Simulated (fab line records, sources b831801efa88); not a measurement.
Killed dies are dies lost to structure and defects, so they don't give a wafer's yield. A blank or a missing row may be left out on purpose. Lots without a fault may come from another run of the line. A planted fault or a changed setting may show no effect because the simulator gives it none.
fab line records | flow gf180mcu
record lots=5 wafers=15 last_day=34
route steps=602 shown M5@530 V5@540 TOP_METAL@567
lots that met no fault: from a run of the same line without faults
start_h: hours from the record's first day to the start of the lot's first wafer shown | wait_h: hours since the lot's step before | " the same as in the row above | L1.1+2: a row that stands for several wafers | - no value, or no start given | * or withheld: withheld | < > ~ a bound
route shown NAME@n: a module of which the file shows steps, and the number in the route of the first | usual: mean/standard deviation of fault-free wafers | same: alike in all rows | chamber/n: place in a boat | sites: the reading at each site | _std_site: their standard deviation | _edge_site: outer sites' mean less inner sites' | radius_mm: how far each site lies from the wafer's centre | mask NAME#n: copy n | behind: the tool/chamber that last shaped the wafer | hold: why the lot was held/for how many hours/how that ended | device: the transistor (n, p or np) that didn't switch | end of line: the same wafers' tests at the end of the route | a step without rows: its recipe alone | killed: dies lost to structure and defects at the first sort, not the wafer's yield | map: a wafer's dies, x killed, . not, _ none there
set.NAME: the setting as run; set.NAME@STEP: as run at that earlier step | model.NAME: the simulator's own value behind a step, which no gauge read
lots at some steps of the route; a table a step, a row a wafer
services: from which hour (start_h, from the record's first day; less than 0 if before it) a tool's chamber was out of use, for how many hours, and why
## steps
# step GF_M5_EXPOSE_04
# recipe mask_id=Metal5 target_cd_nm=280 na=0.68 source_shape=conventional sigma_outer=0.6 dose_mj=28
# usual stage_vel_mm_s=500.02/0.29
# same sigma_outer=0.6
# columns lot.wafer tool chamber start_h wait_h mask stage_vel_mm_s
L078.2 krf_scanner-02 0 - - Metal5#0 500.11
L078.4 " 0 " " Metal5#0 499.99
L078.5 " 0 " " Metal5#0 500.17
L080.1 krf_scanner-02 0 - - Metal5#0 499.43
L080.2 " 0 " " Metal5#0 499.50
L080.5 " 0 " " Metal5#0 499.38
L087.1 krf_scanner-02 0 - - Metal5#0 500.36
L087.3 " 0 " " Metal5#0 500.46
L087.6 " 0 " " Metal5#0 500.24
L094.3 krf_scanner-02 0 - - Metal5#0 500.16
L094.4 " 0 " " Metal5#0 500.32
L094.6 " 0 " " Metal5#0 500.04
L096.1 krf_scanner-01 0 - - Metal5#0 500.14
L096.2 " 0 " " Metal5#0 499.95
L096.6 " 0 " " Metal5#0 500.09
# step GF_M5_PEB_05
# recipe peb_temp_c=135 peb_time_s=90 resist=KrF
# columns lot.wafer tool chamber start_h wait_h
L078.2+4+5 litho_track-03 0 - -
L080.1+2+5 litho_track-04 0 - -
L087.1+3+6 litho_track-02 0 - -
L094.3+4+6 litho_track-04 0 - -
L096.1+2+6 litho_track-03 0 - -
# step GF_M5_DEVELOP_06
# recipe develop_time_s=60 dev_temp_c=21
# columns lot.wafer tool chamber start_h wait_h
L078.2+4+5 litho_track-03 0 632.00 0.2
L080.1+2+5 litho_track-04 0 650.68 0.2
L087.1+3+6 litho_track-02 0 698.00 0.2
L094.3+4+6 litho_track-04 0 745.18 0.1
L096.1+2+6 litho_track-03 0 767.92 0.2
# step GF_M5_CD_MEAS_07
# recipe target_cd_nm=280
# usual cd_nm=280.2/1.1
# columns lot.wafer tool chamber start_h wait_h cd_nm
L078.2 cd_sem-02 - 632.14 0.1 281.3
L078.4 " - " " 280.9
L078.5 " - " " 281.2
L080.1 cd_sem-02 - 650.83 0.1 281.3
L080.2 " - " " 281.1
L080.5 " - " " 280.8
L087.1 cd_sem-01 - 698.15 0.1 279.2
L087.3 " - " " 278.9
L087.6 " - " " 280.9
L094.3 cd_sem-01 - 745.32 0.1 280.3
L094.4 " - " " 281.2
L094.6 " - " " 280.9
L096.1 cd_sem-02 - 768.07 0.1 279.5
L096.2 " - " " 278.5
L096.6 " - " " 279.1
# step GF_M5_OVL_MEAS_08
# usual M5_OVL=-1/5.1
# columns lot.wafer tool chamber start_h wait_h M5_OVL[nm]
L078.2 overlay-01 - 632.25 0.1 3
L078.4 " - " " 5
L078.5 " - " " 5
L080.1 overlay-02 - 650.95 0.1 3
L080.2 " - " " 1
L080.5 " - " " 4
L087.1 overlay-02 - 698.27 0.1 2
L087.3 " - " " 3
L087.6 " - " " 1
L094.3 overlay-02 - 745.41 0.1 9
L094.4 " - " " -8
L094.6 " - " " -2
L096.1 overlay-02 - 768.19 0.1 4
L096.2 " - " " 5
L096.6 " - " " -3
# step GF_M5_ETCH_09
# recipe chemistry=CF4/O2 target=Si3N4 target_depth_nm=52 source_w=800 bias_w=150 pressure_mtorr=150 cf4_flow_sccm=80 O2_flow_sccm=10 time_s=11.6
# usual drypump_motor_current_A=5.3/0.58 oes_product_au=1.001/0.013 throttle_valve_pct=5.971/0.0095
# columns lot.wafer tool chamber start_h wait_h drypump_motor_current_A oes_product_au rf_hours_counter_h throttle_valve_pct
L078.2 rie_diel-04 3 632.28 0.0 4.7 1.017 17 5.973
L078.4 " 1 " " 5.3 1.007 11 5.974
L078.5 " 0 " " 6.1 1.003 - 5.979
L080.1 rie_diel-04 3 650.99 0.0 4.6 1.016 18 5.967
L080.2 " 0 " " 6.0 1.016 42 5.980
L080.5 " 0 " " 6.0 1.003 - 5.972
L087.1 rie_diel-03 2 698.31 0.0 5.9 0.979 19 5.960
L087.3 " 1 " " 6.5 0.988 7 5.975
L087.6 " 1 " " 6.5 0.992 - 5.965
L094.3 rie_diel-04 3 745.43 0.0 4.7 1.020 22 5.981
L094.4 " 1 " " 5.3 1.009 16 5.978
L094.6 " 0 " " 6.1 1.007 - 5.974
L096.1 rie_diel-02 3 768.23 0.0 5.1 1.006 3 5.967
L096.2 " 2 " " 5.3 1.004 30 5.959
L096.6 " 0 " " 4.8 0.998 - 5.959
# step GF_M5_METAL_ETCH_10
# recipe chemistry=Cl2/BCl3 mask_material=KrF target_depth_nm=750.8 stop_on=SiO2 pressure_mtorr=8 icp_w=800 bias_w=140 Cl2_flow_sccm=80 bcl3_flow_sccm=40 time_s=125.1
# usual drypump_motor_current_A=5.94/0.23 oes_product_au=0.989/0.0088 throttle_valve_pct=28.230/0.012
# columns lot.wafer tool chamber start_h wait_h drypump_motor_current_A oes_product_au rf_hours_counter_h throttle_valve_pct
L078.2 rie_metal-02 1 632.30 0.0 6.21 0.996 2 28.227
L078.4 " 0 " " 5.62 0.985 - 28.227
L078.5 " 1 " " 6.21 0.997 - 28.221
L080.1 rie_metal-01 1 651.01 0.0 6.16 0.988 5 28.227
L080.2 " 1 " " 6.16 0.987 - 28.231
L080.5 " 1 " " 6.16 0.980 - 28.234
L087.1 rie_metal-02 0 698.33 0.0 5.62 0.991 3 28.223
L087.3 " 1 " " 6.19 0.993 - 28.232
L087.6 " 1 " " 6.20 1.000 - 28.221
L094.3 rie_metal-01 0 745.50 0.1 5.67 1.002 - 28.238
L094.4 " 1 " " 6.17 0.991 - 28.234
L094.6 " 1 " " 6.16 0.996 - 28.234
L096.1 rie_metal-03 0 768.25 0.0 5.98 0.991 6 28.213
L096.2 " 1 " " 6.03 0.969 4 28.251
L096.6 " 0 " " 5.94 0.989 - 28.220
# step GF_M5_STRIP_11
# recipe chemistry=O2/N2 power_w=1400 pressure_mtorr=1500 platen_temp_c=250 o2_flow_sccm=3000 n2_flow_sccm=300 overash_fraction=0.5
# usual drypump_motor_current_A=5.6/0.38 heater_power_w=329/28 oes_product_au=0.523/0.0057 strip_time_to_endpoint_s=7.04/0.083
# columns lot.wafer tool chamber start_h wait_h drypump_motor_current_A heater_power_w oes_product_au rf_hours_counter_h strip_time_to_endpoint_s
L078.2 plasma_asher-04 1 632.43 0.1 6.0 346 0.521 22 6.97
L078.4 " 1 " " 6.0 341 0.522 - 7.03
L078.5 " 0 " " 5.8 316 0.523 - 7.03
L080.1 plasma_asher-04 1 651.27 0.2 6.0 338 0.522 23 7.07
L080.2 " 0 " " 5.8 313 0.525 23 7.08
L080.5 " 0 " " 5.8 309 0.524 - 7.09
L087.1 plasma_asher-04 0 698.46 0.1 5.8 315 0.520 28 7.01
L087.3 " 1 " " 6.0 339 0.521 - 7.06
L087.6 " 1 " " 6.0 344 0.518 - 6.96
L094.3 plasma_asher-01 1 745.62 0.1 5.0 308 0.528 - 6.97
L094.4 " 0 " " 5.6 373 0.526 - 7.02
L094.6 " 1 " " 5.0 306 0.524 - 7.01
L096.1 plasma_asher-04 1 768.38 0.1 6.0 338 0.527 35 6.94
L096.2 " 0 " " 5.8 308 0.521 35 7.17
L096.6 " 1 " " 6.0 344 0.518 - 6.93
# step GF_M5_STRIP_12
# recipe chemistry=post_etch_residue_remover time_s=1200 temp_c=72.5
# columns lot.wafer tool chamber start_h wait_h
L078.2+4+5 wet_bench-01 2 632.53 0.1
L080.1+2+5 wet_bench-01 1 651.37 0.1
L087.1+3+6 wet_bench-04 3 698.56 0.1
L094.3+4+6 wet_bench-02 2 745.69 0.0
L096.1+2+6 wet_bench-01 0 768.48 0.1
# step GF_M5_CLEAN_13
# recipe chemistry=DIW dry=n2_spin
# columns lot.wafer tool chamber start_h wait_h
L078.2+4+5 wet_bench-01 3 633.00 0.1
L080.1+2+5 wet_bench-01 2 651.74 0.0
L087.1+3+6 wet_bench-02 3 699.25 0.0
L094.3+4+6 wet_bench-04 3 746.03 0.0
L096.1+2+6 wet_bench-02 0 768.85 0.0
# step GF_V5_CVD_00
# recipe material=SiO2 target_thk_nm=300 sigma_open_frac=0.3 temp_c=400 time_s=50 sih4_flow_sccm=60 pressure_mtorr=6
# usual susceptor_temp_C=399.95/0.2
# columns lot.wafer tool chamber start_h wait_h susceptor_temp_C
L078.2 hdpcvd-02 2 633.10 0.0 400.46
L078.4 " 0 " " 399.83
L078.5 " 2 " " 399.73
L080.1 hdpcvd-02 1 651.84 0.0 399.89
L080.2 " 2 " " 400.04
L080.5 " 1 " " 400.04
L087.1 hdpcvd-01 1 699.34 0.0 400.08
L087.3 " 0 " " 399.85
L087.6 " 2 " " 399.80
L094.3 hdpcvd-02 2 746.13 0.0 400.03
L094.4 " 2 " " 399.90
L094.6 " 0 " " 400.32
L096.1 hdpcvd-01 0 768.94 0.0 400.03
L096.2 " 2 " " 399.77
L096.6 " 2 " " 399.56
# step GF_V5_THK_MEAS_01
# recipe reads=SiO2_of_V5_CVD_00
# usual V5_CVD_00_THK=300/4.5
# columns lot.wafer tool chamber start_h wait_h V5_CVD_00_THK[nm]
L078.2 film_metro-01 - 633.16 0.0 294
L078.4 " - " " 291
L078.5 " - " " 291
L080.1 film_metro-01 - 651.91 0.0 304
L080.2 " - " " 291
L080.5 " - " " 307
L087.1 film_metro-01 - 699.38 0.0 306
L087.3 " - " " 305
L087.6 " - " " 300
L094.3 film_metro-03 - 746.19 0.0 292
L094.4 " - " " 295
L094.6 " - " " 294
L096.1 film_metro-01 - 768.99 0.0 298
L096.2 " - " " 299
L096.6 " - " " 300
# step GF_V5_CVD_02
# recipe material=SiO2 target_thk_nm=1450 precursor=TEOS temp_c=400 time_s=163.28 rf_w=600
# usual heater_power_w=610/75 susceptor_temp_C=399.99/0.19
# columns lot.wafer tool chamber start_h wait_h heater_power_w susceptor_temp_C
L078.2 pecvd-02 0 633.21 0.0 700 399.79
L078.4 " 2 " " 662 399.80
L078.5 " 0 " " 545 400.05
L080.1 pecvd-04 0 651.97 0.1 595 400.20
L080.2 " 1 " " 644 400.01
L080.5 " 2 " " 588 400.15
L087.1 pecvd-01 1 699.44 0.1 481 399.85
L087.3 " 2 " " 487 400.05
L087.6 " 1 " " 541 399.58
L094.3 pecvd-04 0 746.23 0.0 721 400.45
L094.4 " 0 " " 588 399.77
L094.6 " 1 " " 708 399.65
L096.1 pecvd-02 2 769.05 0.1 646 399.84
L096.2 " 0 " " 645 400.14
L096.6 " 0 " " 674 400.01
# step GF_V5_THK_MEAS_03
# recipe reads=SiO2_of_V5_CVD_02
# usual V5_CVD_02_THK=1454/21
# columns lot.wafer tool chamber start_h wait_h V5_CVD_02_THK[nm]
L078.2 film_metro-01 - 633.44 0.2 1423
L078.4 " - " " 1480
L078.5 " - " " 1443
L080.1 film_metro-03 - 652.07 0.1 1434
L080.2 " - " " 1433
L080.5 " - " " 1467
L087.1 film_metro-01 - 699.55 0.1 1469
L087.3 " - " " 1435
L087.6 " - " " 1497
L094.3 film_metro-01 - 746.36 0.1 1450
L094.4 " - " " 1471
L094.6 " - " " 1464
L096.1 film_metro-03 - 769.15 0.1 1449
L096.2 " - " " 1425
L096.6 " - " " 1478
# step GF_V5_CMP_04
# recipe material=SiO2 down_force_psi=4 platen_rpm=60 pad_velocity_m_s=0.94248
# usual motor_current_A=11.7/0.75 retaining_ring_pressure_frac=1.000/0.0048
# columns lot.wafer tool chamber start_h wait_h motor_current_A retaining_ring_pressure_frac
L078.4 cmp-01 2 633.49 0.0 10.9 0.995
L078.2 " 0 " " 12.0 1.002
L078.5 " 3 " " 11.7 1.007
L080.1 cmp-01 0 652.23 0.1 12.4 1.003
L080.2 " 1 " " 12.4 1.000
L080.5 " 2 " " 10.9 0.990
L087.3 cmp-02 2 699.71 0.1 10.6 0.998
L087.1 " 3 " " 11.6 0.990
L087.6 " 1 " " 12.2 1.006
L094.3 cmp-01 3 746.40 0.0 11.8 1.005
L094.4 " 2 " " 11.2 1.001
L094.6 " 0 " " 12.7 0.990
L096.1 cmp-01 2 769.27 0.1 10.5 1.005
L096.2 " 0 " " 11.7 0.993
L096.6 " 1 " " 12.1 0.999
# step GF_V5_BOW_MEAS_05
# recipe mode=bow
# usual V5_BOW=135/9.5
# columns lot.wafer tool chamber start_h wait_h V5_BOW[um]
L078.2 film_metro-01 - 633.86 0.2 150
L078.4 " - " " 142
L078.5 " - " " 141
L080.1 film_metro-01 - 652.43 0.1 151
L080.2 " - " " 147
L080.5 " - " " 144
L087.1 film_metro-01 - 699.91 0.1 124
L087.3 " - " " 112
L087.6 " - " " 126
L094.3 film_metro-01 - 746.74 0.3 114
L094.4 " - " " 130
L094.6 " - " " 133
L096.1 film_metro-03 - 769.54 0.2 143
L096.2 " - " " 140
L096.6 " - " " 141
# step GF_V5_DEHYDRATE_06
# recipe temp_c=200 time_s=60
# columns lot.wafer tool chamber start_h wait_h
L078.2+4+5 litho_track-02 0 642.93 9.1
L080.1+2+5 litho_track-03 0 661.27 8.8
L087.1+3+6 litho_track-03 0 708.42 8.5
L094.3+4+6 litho_track-01 0 753.99 7.2
L096.1+2+6 litho_track-03 0 776.32 6.8
# step GF_V5_HMDS_07
# recipe prime_time_s=60 prime_temp_c=120
# columns lot.wafer tool chamber start_h wait_h
L078.2+4+5 litho_track-02 0 643.08 0.1
L080.1+2+5 litho_track-03 0 661.42 0.1
L087.1+3+6 litho_track-03 0 708.57 0.1
L094.3+4+6 litho_track-01 0 754.14 0.1
L096.1+2+6 litho_track-03 0 776.47 0.1
# step GF_V5_COAT_08
# recipe resist=BARC temp_c=withheld time_s=withheld spin_rpm=withheld resist_thk_nm=withheld
# columns lot.wafer tool chamber start_h wait_h
L078.2+4+5 litho_track-02 0 643.23 0.1
L080.1+2+5 litho_track-03 0 661.57 0.1
L087.1+3+6 litho_track-03 0 708.72 0.1
L094.3+4+6 litho_track-01 0 754.29 0.1
L096.1+2+6 litho_track-03 0 776.62 0.1
# step GF_V5_COAT_09
# recipe resist=KrF spin_rpm=withheld resist_thk_nm=1000
# columns lot.wafer tool chamber start_h wait_h
L078.2+4+5 litho_track-02 0 - -
L080.1+2+5 litho_track-03 0 - -
L087.1+3+6 litho_track-03 0 - -
L094.3+4+6 litho_track-01 0 - -
L096.1+2+6 litho_track-03 0 - -
# step GF_V5_SOFTBAKE_10
# recipe temp_c=130 time_s=60 resist=KrF
# columns lot.wafer tool chamber start_h wait_h
L078.2+4+5 litho_track-02 0 - -
L080.1+2+5 litho_track-03 0 - -
L087.1+3+6 litho_track-03 0 - -
L094.3+4+6 litho_track-01 0 - -
L096.1+2+6 litho_track-03 0 - -
# step GF_V5_EXPOSE_11
# recipe mask_id=Via5 target_cd_nm=260 na=0.68 source_shape=conventional sigma_outer=0.6 dose_mj=38
# usual stage_vel_mm_s=499.99/0.23
# same sigma_outer=0.6
# columns lot.wafer tool chamber start_h wait_h mask stage_vel_mm_s
L078.2 krf_scanner-01 0 - - Via5#0 499.75
L078.4 " 0 " " Via5#0 500.43
L078.5 " 0 " " Via5#0 499.96
L080.1 krf_scanner-01 0 - - Via5#0 500.22
L080.2 " 0 " " Via5#0 500.36
L080.5 " 0 " " Via5#0 500.29
L087.1 krf_scanner-01 0 - - Via5#0 499.85
L087.3 " 0 " " Via5#0 500.34
L087.6 " 0 " " Via5#0 500.07
L094.3 krf_scanner-02 0 - - Via5#0 500.11
L094.4 " 0 " " Via5#0 499.71
L094.6 " 0 " " Via5#0 500.27
L096.1 krf_scanner-02 0 - - Via5#0 499.83
L096.2 " 0 " " Via5#0 499.68
L096.6 " 0 " " Via5#0 500.14
# step GF_V5_PEB_12
# recipe peb_temp_c=135 peb_time_s=90 resist=KrF
# columns lot.wafer tool chamber start_h wait_h
L078.2+4+5 litho_track-02 0 - -
L080.1+2+5 litho_track-01 0 - -
L087.1+3+6 litho_track-03 0 - -
L094.3+4+6 litho_track-01 0 - -
L096.1+2+6 litho_track-03 0 - -
# step GF_V5_DEVELOP_13
# recipe develop_time_s=60 resist=KrF dev_temp_c=21
# columns lot.wafer tool chamber start_h wait_h
L078.2+4+5 litho_track-02 0 653.53 0.2
L080.1+2+5 litho_track-01 0 672.09 0.2
L087.1+3+6 litho_track-03 0 717.82 0.2
L094.3+4+6 litho_track-01 0 761.94 0.1
L096.1+2+6 litho_track-03 0 784.57 0.2
# step GF_V5_CD_MEAS_14
# recipe target_cd_nm=260
# usual cd_nm=259.9/1.1
# columns lot.wafer tool chamber start_h wait_h cd_nm
L078.2 cd_sem-01 - 653.67 0.1 260.7
L078.4 " - " " 260.7
L078.5 " - " " 260.9
L080.1 cd_sem-01 - 672.24 0.1 260.4
L080.2 " - " " 258.6
L080.5 " - " " 259.4
L087.1 cd_sem-01 - 717.97 0.1 261.8
L087.3 " - " " 261.3
L087.6 " - " " 262.7
L094.3 cd_sem-01 - 762.08 0.1 257.9
L094.4 " - " " 258.0
L094.6 " - " " 257.3
L096.1 cd_sem-01 - 784.72 0.1 258.5
L096.2 " - " " 258.7
L096.6 " - " " 259.2
# step GF_V5_OVL_MEAS_15
# usual V5_OVL=-2/4.2
# columns lot.wafer tool chamber start_h wait_h V5_OVL[nm]
L078.2 overlay-02 - 653.78 0.1 -5
L078.4 " - " " 1
L078.5 " - " " -11
L080.1 overlay-01 - 672.36 0.1 -1
L080.2 " - " " 0
L080.5 " - " " 1
L087.1 overlay-02 - 718.09 0.1 -5
L087.3 " - " " -9
L087.6 " - " " -8
L094.3 overlay-02 - 762.17 0.1 2
L094.4 " - " " 0
L094.6 " - " " 1
L096.1 overlay-01 - 784.84 0.1 1
L096.2 " - " " -4
L096.6 " - " " 0
# step GF_V5_ETCH_16
# recipe chemistry=N2/H2 target_depth_a=withheld overetch_a=withheld time_s=withheld target=BARC ion_energy_ev=200 source_w=500 bias_w=100 pressure_mtorr=30 n2_flow_sccm=100 h2_flow_sccm=200
# usual drypump_motor_current_A=5.6/0.55 oes_product_au=0.854/0.0049 throttle_valve_pct=13.224/0.0094
# columns lot.wafer tool chamber start_h wait_h drypump_motor_current_A oes_product_au throttle_valve_pct
L078.2 rie_diel-04 3 653.81 0.0 4.7 0.849 13.218
L078.4 " 2 " " 4.7 0.854 13.217
L078.5 " 0 " " 6.1 0.849 13.213
L080.1 rie_diel-01 0 672.40 0.0 6.1 0.858 13.225
L080.2 " 1 " " 5.2 0.852 13.226
L080.5 " 3 " " 5.7 0.853 13.243
L087.1 rie_diel-03 0 718.13 0.0 5.1 0.858 13.227
L087.3 " 3 " " 6.0 0.852 13.232
L087.6 " 1 " " 6.5 0.855 13.229
L094.3 rie_diel-04 0 762.20 0.0 6.1 0.863 13.231
L094.4 " 2 " " 4.7 0.852 13.241
L094.6 " 1 " " 5.3 0.863 13.237
L096.1 rie_diel-04 2 784.88 0.0 4.7 0.850 13.234
L096.2 " 3 " " 4.7 0.853 13.222
L096.6 " 1 " " 5.3 0.855 13.234
# step GF_V5_ETCH_17
# recipe chemistry=C4F8/O2/Ar mask_material=KrF target=SiO2 stop_on=TiN source_w=1500 bias_w=1200 pressure_mtorr=40 c4f8_flow_sccm=withheld O2_flow_sccm=6 Ar_flow_sccm=300 time_s=withheld target_depth_a=8550
# usual oes_product_au=0.860/0.0046
# columns lot.wafer tool chamber start_h wait_h oes_product_au
L078.2 rie_diel-04 3 - - 0.865
L078.4 " 2 " " 0.861
L078.5 " 0 " " 0.860
L080.1 rie_diel-01 0 - - 0.863
L080.2 " 1 " " 0.870
L080.5 " 3 " " 0.859
L087.1 rie_diel-03 0 - - 0.862
L087.3 " 3 " " 0.859
L087.6 " 1 " " 0.856
L094.3 rie_diel-04 0 - - 0.871
L094.4 " 2 " " 0.865
L094.6 " 1 " " 0.861
L096.1 rie_diel-04 2 - - 0.860
L096.2 " 3 " " 0.863
L096.6 " 1 " " 0.857
# step GF_V5_STRIP_18
# recipe chemistry=O2/N2 power_w=1400 pressure_mtorr=1500 platen_temp_c=250 o2_flow_sccm=3000 n2_flow_sccm=300 overash_fraction=0.5
# usual drypump_motor_current_A=5.8/0.44 heater_power_w=319/19 oes_product_au=0.570/0.0056
# columns lot.wafer tool chamber start_h wait_h drypump_motor_current_A heater_power_w oes_product_au rf_hours_counter_h
L078.2 plasma_asher-04 0 653.96 - 5.8 303 0.565 24
L078.4 " 1 " " 6.0 349 0.568 -
L078.5 " 1 " " 6.0 337 0.560 -
L080.1 plasma_asher-04 1 672.55 - 6.0 343 0.575 25
L080.2 " 0 " " 5.8 306 0.566 25
L080.5 " 1 " " 6.0 346 0.570 -
L087.1 plasma_asher-02 1 718.28 - 6.6 298 0.571 66
L087.3 " 0 " " 5.3 315 0.566 -
L087.6 " 0 " " 5.3 315 0.572 -
L094.3 plasma_asher-03 1 762.39 - 5.1 287 0.561 -
L094.4 " 0 " " 5.8 330 0.568 -
L094.6 " 1 " " 5.1 277 0.568 -
L096.1 plasma_asher-04 0 785.03 - 5.8 308 0.571 37
L096.2 " 1 " " 6.0 335 0.562 37
L096.6 " 1 " " 6.0 350 0.570 -
# step GF_V5_STRIP_19
# recipe chemistry=post_etch_residue_remover time_s=1200 temp_c=72.5
# columns lot.wafer tool chamber start_h wait_h
L078.2+4+5 wet_bench-01 3 654.06 0.1
L080.1+2+5 wet_bench-01 2 672.65 0.1
L087.1+3+6 wet_bench-03 1 718.38 0.1
L094.3+4+6 wet_bench-03 2 762.45 0.0
L096.1+2+6 wet_bench-01 1 785.13 0.1
# step GF_V5_CLEAN_20
# recipe chemistry=DIW dry=n2_spin
# columns lot.wafer tool chamber start_h wait_h
L078.2+4+5 wet_bench-03 2 654.44 0.0
L080.1+2+5 wet_bench-01 2 672.99 0.0
L087.1+3+6 wet_bench-04 3 719.06 0.0
L094.3+4+6 wet_bench-01 0 763.14 0.0
L096.1+2+6 wet_bench-04 1 785.47 0.0
# step GF_V5_SPUTTER_21
# recipe material=Ti target_thk_nm=15 chamber_pressure_pa=5 power_w=2500 substrate_temp_c=200 time_s=80.02
# usual throttle_valve_pct=29.9/0.98
# columns lot.wafer tool chamber start_h wait_h throttle_valve_pct
L078.2 pvd_sputter-03 - 654.53 0.0 32.0
L078.4 " - " " 28.8
L078.5 " - " " 28.8
L080.1 pvd_sputter-04 - 673.09 0.0 30.4
L080.2 " - " " 28.9
L080.5 " - " " 28.7
L087.1 pvd_sputter-03 - 719.26 0.0 30.5
L087.3 " - " " 31.9
L087.6 " - " " 28.8
L094.3 pvd_sputter-04 - 763.24 0.0 29.4
L094.4 " - " " 30.4
L094.6 " - " " 29.8
L096.1 pvd_sputter-04 - 785.56 0.0 29.8
L096.2 " - " " 30.4
L096.6 " - " " 29.4
# step GF_V5_SPUTTER_22
# recipe material=TiN target_thk_nm=10 chamber_pressure_pa=5 power_w=4000 time_s=40
# usual throttle_valve_pct=29.9/0.97
# columns lot.wafer tool chamber start_h wait_h throttle_valve_pct
L078.2 pvd_sputter-03 - 654.59 0.0 31.7
L078.4 " - " " 28.4
L078.5 " - " " 29.1
L080.1 pvd_sputter-04 - 673.15 0.0 30.5
L080.2 " - " " 29.0
L080.5 " - " " 28.7
L087.1 pvd_sputter-03 - 719.32 0.0 30.6
L087.3 " - " " 31.9
L087.6 " - " " 28.8
L094.3 pvd_sputter-04 - 763.30 0.0 29.6
L094.4 " - " " 30.5
L094.6 " - " " 29.5
L096.1 pvd_sputter-04 - 785.62 0.0 29.6
L096.2 " - " " 30.5
L096.6 " - " " 29.7
# step GF_V5_CVD_23
# recipe material=W target_thk_nm=350 time_s=104.9 temp_c=400 pressure_torr=40
# usual heater_power_w=813/74 susceptor_temp_C=399.98/0.22
# columns lot.wafer tool chamber start_h wait_h heater_power_w susceptor_temp_C
L078.2 cvd_w-01 0 654.66 0.1 941 399.68
L078.4 " 0 " " 915 399.56
L078.5 " 0 " " 929 399.91
L080.1 cvd_w-02 1 673.19 0.0 756 400.14
L080.2 " 1 " " 763 399.97
L080.5 " 1 " " 744 400.13
L087.1 cvd_w-02 1 719.36 0.0 773 400.07
L087.3 " 1 " " 764 400.49
L087.6 " 0 " " 757 399.84
L094.3 cvd_w-02 0 763.39 0.1 770 399.89
L094.4 " 1 " " 765 400.24
L094.6 " 0 " " 748 400.42
L096.1 cvd_w-01 1 785.66 0.0 786 399.88
L096.2 " 0 " " 922 399.64
L096.6 " 1 " " 800 399.96
# step GF_V5_RS_MEAS_24
# recipe thk_meas_gauge=four-point-probe reads=W_of_V5_CVD_23+TiN_of_V5_SPUTTER_22+Ti_of_V5_SPUTTER_21
# usual V5_W_RS=0.328/0.0034
# columns lot.wafer tool chamber start_h wait_h V5_W_RS[ohm/sq]
L078.2 film_metro-01 - 654.87 0.2 0.328
L078.4 " - " " 0.325
L078.5 " - " " 0.326
L080.1 film_metro-01 - 673.41 0.2 0.332
L080.2 " - " " 0.328
L080.5 " - " " 0.331
L087.1 film_metro-03 - 719.48 0.1 0.331
L087.3 " - " " 0.327
L087.6 " - " " 0.327
L094.3 film_metro-03 - 763.50 0.1 0.324
L094.4 " - " " 0.321
L094.6 " - " " 0.326
L096.1 film_metro-01 - 785.77 0.1 0.329
L096.2 " - " " 0.329
L096.6 " - " " 0.324
# step GF_V5_THK_MEAS_25
# recipe thk_meas_gauge=xrf reads=W_of_V5_CVD_23
# usual V5_W_THK=346/4.7
# columns lot.wafer tool chamber start_h wait_h V5_W_THK[nm]
L078.2 film_metro-01 - 654.98 0.1 344
L078.4 " - " " 348
L078.5 " - " " 346
L080.1 film_metro-01 - 673.53 0.1 345
L080.2 " - " " 349
L080.5 " - " " 347
L087.1 film_metro-03 - 719.60 0.1 339
L087.3 " - " " 345
L087.6 " - " " 341
L094.3 film_metro-03 - 763.60 0.1 351
L094.4 " - " " 354
L094.6 " - " " 347
L096.1 film_metro-01 - 785.89 0.1 347
L096.2 " - " " 346
L096.6 " - " " 352
# step GF_V5_CMP_26
# recipe stop_on=SiO2 down_force_psi=3.5 platen_rpm=60 t_overpolish_s=15 target_thk_nm=0 pad_velocity_m_s=0.94248
# usual motor_current_A=10.7/0.73 overpolish_run_s=15.002/0.0083 retaining_ring_pressure_frac=1.000/0.0056 time_to_endpoint_s=85/5.5
# columns lot.wafer tool chamber start_h wait_h motor_current_A overpolish_run_s retaining_ring_pressure_frac time_to_endpoint_s
L078.4 cmp-02 0 655.03 0.0 11.4 15.006 1.001 90
L078.2 " 1 " " 10.5 15.010 0.990 93
L078.5 " 0 " " 11.5 14.993 0.991 90
L080.2 cmp-02 0 673.59 0.0 10.5 14.992 0.994 89
L080.1 " 3 " " 10.6 14.992 1.006 91
L080.5 " 1 " " 10.9 15.002 0.996 87
L087.3 cmp-02 0 719.91 0.3 11.6 15.004 1.003 88
L087.1 " 2 " " 9.5 14.994 1.002 90
L087.6 " 1 " " 11.0 15.014 1.002 90
L094.3 cmp-02 1 763.69 0.1 11.1 14.993 0.994 82
L094.4 " 3 " " 10.7 14.999 1.002 85
L094.6 " 0 " " 12.0 15.011 1.006 84
L096.2 cmp-01 3 785.95 0.0 11.1 15.008 0.993 84
L096.1 " 1 " " 11.5 14.999 0.995 82
L096.6 " 0 " " 10.3 15.007 1.006 85
# step GF_TOP_METAL_SPUTTER_00
# recipe material=Ti target_thk_nm=37.5 arriving_ion_energy_ev=80 substrate_temp_c=200 chamber_pressure_pa=2 power_w=4000 time_s=150
# usual throttle_valve_pct=30.1/1.1
# columns lot.wafer tool chamber start_h wait_h throttle_valve_pct
L078.2 pvd_sputter-01 - 655.33 0.2 28.5
L078.4 " - " " 30.8
L078.5 " - " " 30.9
L080.1 pvd_sputter-03 - 673.89 0.1 30.7
L080.2 " - " " 32.1
L080.5 " - " " 28.6
L087.1 pvd_sputter-02 - 720.21 0.1 30.9
L087.3 " - " " 30.7
L087.6 " - " " 30.8
L094.3 pvd_sputter-01 - 763.94 0.2 29.6
L094.4 " - " " 28.7
L094.6 " - " " 29.8
L096.1 pvd_sputter-01 - 786.25 0.1 29.8
L096.2 " - " " 28.8
L096.6 " - " " 29.4
## services
# columns tool chamber start_h hours kind
cmp-02 - 600.53 1.2 repair
krf_scanner-02 - 615.12 0.8 pm
wet_bench-01 - 616.89 2.2 repair
cmp-02 - 624.68 5.9 pm
wet_bench-04 - 628.21 49.7 pm
krf_scanner-01 - 638.71 0.8 pm
plasma_asher-04 - 642.03 2.8 pm
wet_bench-01 - 647.76 1.9 repair
krf_scanner-02 - 648.10 1.0 pm
krf_scanner-01 - 651.05 1.3 pm
krf_scanner-02 - 665.44 1.3 pm
krf_scanner-02 - 667.28 3.6 pm
plasma_asher-04 - 684.95 4.4 repair
cmp-01 - 705.08 0.3 repair
pvd_sputter-04 - 705.50 5.8 repair
cmp-01 - 717.26 6.4 pm
cmp-02 - 723.07 1.9 repair
cmp-02 - 723.85 0.3 repair
cmp-01 - 728.22 0.4 repair
rie_diel-04 1 730.97 7.7 repair
cmp-02 - 744.04 4.0 pm
cmp-01 - 764.75 1.7 repair
rie_diel-04 2 770.71 5.0 repair
krf_scanner-02 - 783.90 0.8 pm
## key
fault none
